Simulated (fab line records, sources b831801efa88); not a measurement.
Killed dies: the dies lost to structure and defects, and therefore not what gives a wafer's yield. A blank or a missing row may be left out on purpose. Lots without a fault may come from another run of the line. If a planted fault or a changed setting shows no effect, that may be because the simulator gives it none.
Which of the tools did it?    flow sky130    15 lots (45 wafers sampled), 1 step of a 708-step route

## WHAT THE GAUGES READ, wafer by wafer
SKY_VIA3_RS_MEAS_22: measures by four-point-probe. Usual: VIA3_W_RS gives 0.293 ohm/sq (standard deviation 0.0059).
lot   measured      on             VIA3_W_RS (ohm/sq)  flag
L274  day 40 09:19  film_metro-01  0.298 0.293 0.299   
L275  day 40 17:10  film_metro-03  0.286 0.297 0.286   
L276  day 41 01:58  film_metro-01  0.299 0.289 0.288   
L277  day 41 08:07  film_metro-04  0.298 0.291 0.299   
L278  day 41 19:49  film_metro-03  0.299 0.296 0.298   
L279  day 41 22:33  film_metro-01  0.294 0.289 0.300   
L283  day 43 04:35  film_metro-04  0.296 0.284 0.295   
L282  day 43 06:08  film_metro-03  0.302 0.301 0.299   
L284  day 43 09:44  film_metro-04  0.289 0.292 0.298   
L285  day 43 14:07  film_metro-04  0.296 0.290 0.287   
L286  day 44 06:19  film_metro-01  0.309 0.304 0.308   
L287  day 44 11:10  film_metro-03  0.291 0.305 0.302   
L292  day 45 11:29  film_metro-03  0.290 0.287 0.288   
L293  day 45 14:43  film_metro-03  0.285 0.289 0.298   
L294  day 46 01:01  film_metro-01  0.287 0.291 0.299   

## WHICH TOOL RAN EACH LOT (tool, then ch and the chambers of the sampled wafers, then the start)
Record: no process step prior to these readings.

## AS READ BY THE TOOLS THEMSELVES (means over the sampled wafers that have a number; for cases with no such wafer, the mark the record gives instead)
The record holds no such reading with a usual standard deviation.

## THE ANSWER, worked out from the rows above alone
Rule: a lot counts as off when the mean over its wafers that have a number is more than 3 standard deviations away from the usual mean. A lot without any number at a reading at which 4 lots or more have one is off too. All remaining lots with rows at the step are treated as sound. The gauges are gone through in route order, then the tools' own readings, and for those a lot's mean is taken as printed above. At the first step where some lot is off, the reading lying furthest off is the one used; lots without a number count as furthest.
None of the lots is off at any reading shown; this tells nothing.

## WHAT THE SIMULATOR HAD INSERTED
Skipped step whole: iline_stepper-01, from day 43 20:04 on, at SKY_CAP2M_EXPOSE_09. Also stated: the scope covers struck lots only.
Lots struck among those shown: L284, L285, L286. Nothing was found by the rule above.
